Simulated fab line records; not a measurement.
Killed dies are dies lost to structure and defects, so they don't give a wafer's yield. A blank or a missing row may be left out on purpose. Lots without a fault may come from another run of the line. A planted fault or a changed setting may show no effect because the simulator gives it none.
Chamber matching | flow gf180mcu | rie diel-03 running GF_V3_ETCH_16: 4 sister chambers
The step etches BARC in N2/H2. 4 wafers are shown with their chamber, then 9 later ones without.

## EACH WAFER AND ITS CHAMBER
wafer  | chamber | throttle valve pct (%)
L441.5 | 0       | 13.238
L444.4 | 3       | 13.224
L448.5 | 2       | 13.225
L448.6 | 1       | 13.231

## WAFERS WITHOUT THEIR CHAMBER
wafer  | throttle valve pct (%)
L449.3 | 13.229
L449.4 | 13.221
L449.5 | 13.218
L450.1 | 13.229
L450.4 | 13.228
L450.5 | 13.223
L451.2 | 13.216
L451.4 | 13.225
L451.6 | 13.250

## WHICH CHAMBER EACH ONE RAN IN
wafer  | from the rows above               | in truth
L449.3 | can't be placed: 1 or 2 or 3 or 0 | 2
L449.4 | can't be placed: 3 or 2 or 1      | 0
L449.5 | can't be placed: 3 or 2 or 1      | 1
L450.1 | can't be placed: 1 or 2 or 3 or 0 | 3
L450.4 | can't be placed: 1 or 2 or 3 or 0 | 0
L450.5 | can't be placed: 3 or 2 or 1      | 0
L451.2 | can't be placed: 3 or 2 or 1      | 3
L451.4 | can't be placed: 2 or 3 or 1      | 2
L451.6 | can't be placed: 0 or 1           | 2
Correct placement for 0 of the 9. From these rows, 9 cannot be placed; in 6 the true chamber is one of the candidates. Number placed wrongly: 0.
How it was worked out, from the rows above alone: a wafer's distance from a chamber is the root of the sum, over the readings, of the square of ((its reading less the chamber's mean) divided by the reading's scatter). The wafer belongs to the nearest chamber; if the next one is less than 2 further off, it can't be placed. Each chamber's mean is taken over the wafers shown for it. The scatter: root of mean squared gap, hidden wafer to nearest shown wafer, with one shown wafer a chamber.
